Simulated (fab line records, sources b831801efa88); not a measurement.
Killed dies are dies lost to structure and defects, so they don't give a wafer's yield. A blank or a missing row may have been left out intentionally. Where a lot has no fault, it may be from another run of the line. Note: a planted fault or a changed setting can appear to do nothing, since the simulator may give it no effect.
A struck lot beside a sound one	flow sky130	43 steps out of a route of 708
Sound: the wafers L276.1, L276.5, L276.6. Struck: wafer L286.2 (left out: L286.1, L286.4 of the same lot, which were not struck); the cause appears at the end.
At each step with rows: each side's tool, then ch and its chambers, then its first start. Under that, the readings that differ: sound wafers	struck wafers	difference of the means	sigmas: that difference in standard deviations of wafers without a fault.
alike: words and numbers the same on both sides, and readings whose means are apart by under 2 such deviations; not compared: readings that were withheld, readings missing a value for some wafer, numbers with overlapping values and no deviation given by the record, and bounds like >300 which may hide the same value.
Wherever a step has rows on one side only, a row that says differs or no value, or a row with sigmas, the two part there. When numbers do not overlap yet have no deviation, they are printed without sigmas and do not part them. A reading that every wafer of one side lacks parts them only if that side has two wafers or more.

first, 3 steps without rows for these wafers: SKY_VIA4_STRIP_14 (strips in post etch residue remover, time 1200 s); SKY_VIA4_CLEAN_15 (cleans in IPA, time 180 s); SKY_VIA4_CLEAN_16 (cleans in O3/DIW).
SKY_VIA4_SPUTTER_17: material TiN, target thk 20 nm, time 80 s.
  sound on pvdSputter-03 at day 44 18:25; struck on pvdSputter-01 at day 47 21:38
  alike: chamberPressurePa, throttleValvePct
then, 1 step without rows for these wafers: SKY_VIA4_CVD_18 (deposits W, target thk 505 nm, time 152.14 s).
SKY_VIA4_RS_MEAS_19: the measuring method here is four-point-probe.
  sound on filmMetro-04 at day 44 18:38; struck on filmMetro-04 at day 47 21:50
  alike: VIA4_W_RS
SKY_VIA4_THK_MEAS_20: measures by xrf.
  sound on filmMetro-04 at day 44 18:45; struck on filmMetro-04 at day 47 21:58
reading	sound	struck	difference	sigmas
VIA4_W_THK (nm)	514 513 513	524	+11	+2
then, 3 steps without rows for these wafers: SKY_VIA4_CMP_21 (polishes, stops on SiO2, t overpolish 25 s, target thk 0 nm); SKY_METAL5_SPUTTER_00 (material Ti, target thk 15 nm, time 10 s); SKY_METAL5_SPUTTER_01 (material TiN, target thk 20 nm, time 16.7 s).
SKY_METAL5_SPUTTER_02: material AlCu, target thk 1150 nm, time 61.2 s.
  sound on pvdSputter-01 at day 44 19:10; struck on pvdSputter-04 at day 47 22:31
reading	sound	struck	difference	sigmas
chamberPressurePa (Pa)	0.3997 0.4017 0.4002	0.3987	-0.0018	-2
  alike: throttleValvePct
SKY_METAL5_SPUTTER_03: material Ti, target thk 5 nm, time 3.3 s.
  sound on pvdSputter-01 at day 44 19:13; struck on pvdSputter-04 at day 47 22:34
  alike: chamberPressurePa, throttleValvePct
SKY_METAL5_SPUTTER_04: material TiN, target thk 70 nm, time 58.3 s.
  sound on pvdSputter-01 at day 44 19:14; struck on pvdSputter-04 at day 47 22:35
  alike: chamberPressurePa, throttleValvePct
SKY_METAL5_RS_MEAS_05: the measuring method here is four-point-probe.
  sound on filmMetro-02 at day 44 19:17; struck on filmMetro-02 at day 47 22:38
  alike: METAL5_ALCU_RS
SKY_METAL5_THK_MEAS_06: measures by xrf.
  sound on filmMetro-02 at day 44 19:25; struck on filmMetro-02 at day 47 22:46
  alike: METAL5_ALCU_THK
then, 13 steps without rows for these wafers: SKY_METAL5_DEHYDRATE_07 (time 60 s); SKY_METAL5_HMDS_08 (prime time 60 s); SKY_METAL5_COAT_09 (resist thk 1800 nm); SKY_METAL5_SOFTBAKE_10 (time 60 s); SKY_METAL5_EXPOSE_11 (exposes mask MM5, target cd 1600 nm); SKY_METAL5_PEB_12; SKY_METAL5_DEVELOP_13 (develop time 60 s); SKY_METAL5_DESCUM_14 (chemistry O2, time 11 s); SKY_METAL5_METAL_ETCH_15 (etches the open film in Cl2/BCl3, stops on SiO2, target depth 1260 nm, time 252 s); SKY_METAL5_STRIP_16 (strips in O2/N2); SKY_METAL5_STRIP_17 (strips in post etch residue remover, time 1200 s); SKY_METAL5_CLEAN_18 (cleans in IPA, time 180 s); SKY_METAL5_CLEAN_19 (cleans in O3/DIW).
SKY_PASSIVATION_CVD_00: deposits SiO2, target thk 90 nm.
  sound on pecvd-04 ch 0,1, day 45 17:35; struck on pecvd-02 ch 2, day 48 18:19
  alike: heaterPowerOuterW, heaterPowerW
SKY_PASSIVATION_THK_MEAS_01:
  sound on filmMetro-02 at day 45 17:37; struck on filmMetro-03 at day 48 18:20
  alike: PASSIVATION_CVD_00_THK
SKY_PASSIVATION_CVD_02: deposits Si3N4, target thk 540 nm.
  sound on pecvd-02 ch 0,1, day 45 17:40; struck on pecvd-04 ch 0, day 48 18:24
  alike: heaterPowerOuterW, heaterPowerW
SKY_PASSIVATION_THK_MEAS_03:
  sound on filmMetro-02 at day 45 17:54; struck on filmMetro-04 at day 48 18:38
  alike: PASSIVATION_CVD_02_THK
then, 10 steps without rows for these wafers: SKY_PASSIVATION_DEHYDRATE_04 (time 60 s); SKY_PASSIVATION_HMDS_05 (prime time 60 s); SKY_PASSIVATION_COAT_06 (resist thk 3000 nm); SKY_PASSIVATION_SOFTBAKE_07; SKY_PASSIVATION_EXPOSE_08 (exposes mask NSM, target cd 3000 nm); SKY_PASSIVATION_PEB_09; SKY_PASSIVATION_DEVELOP_10 (develop time 60 s); SKY_PASSIVATION_ETCH_11 (etches the open film in CF4/O2, stops on AlCu, target depth 725 nm, time 161.1 s); SKY_PASSIVATION_STRIP_12 (strips in O2/N2); SKY_PAD_OPEN_DEHYDRATE_00 (time 60 s).
SKY_PAD_OPEN_PROBE_99:
  sound on prober-02 at day 47 14:20; struck on prober-01 at day 50 07:52
reading	sound	struck	difference	sigmas
defectLimitedYield (%)	78.9 81.3 81.7	72.2	-8.4	-4
killed_at_M0_to_M3	52 54 48	38	-13	-2
killed_at_M4_up	2 7 4	48	+44	+27
killedAtContacts	29 25 25	38	+12	+2
killedDies	104 92 90	137	+42	+5
model.etest.tester.sortNPass	388 400 402	355	-42	
model.etest.tester.sortYieldPct (%)	78.86 81.3 81.71	72.15	-8.47	
model.etest.tester.sort_bin_5_pct (%)	13.41 8.943 11.18	18.9	+7.7	
  alike: killedAtFrontEnd, killedAtOther, killedOpen, killedShort
  not compared: model.etest.tester.sort_bin_3_pct

== WHERE THEY PART ==
First at SKY_VIA4_THK_MEAS_20; last, within this record, at SKY_PAD_OPEN_PROBE_99.

WHY: whatever the simulator had introduced
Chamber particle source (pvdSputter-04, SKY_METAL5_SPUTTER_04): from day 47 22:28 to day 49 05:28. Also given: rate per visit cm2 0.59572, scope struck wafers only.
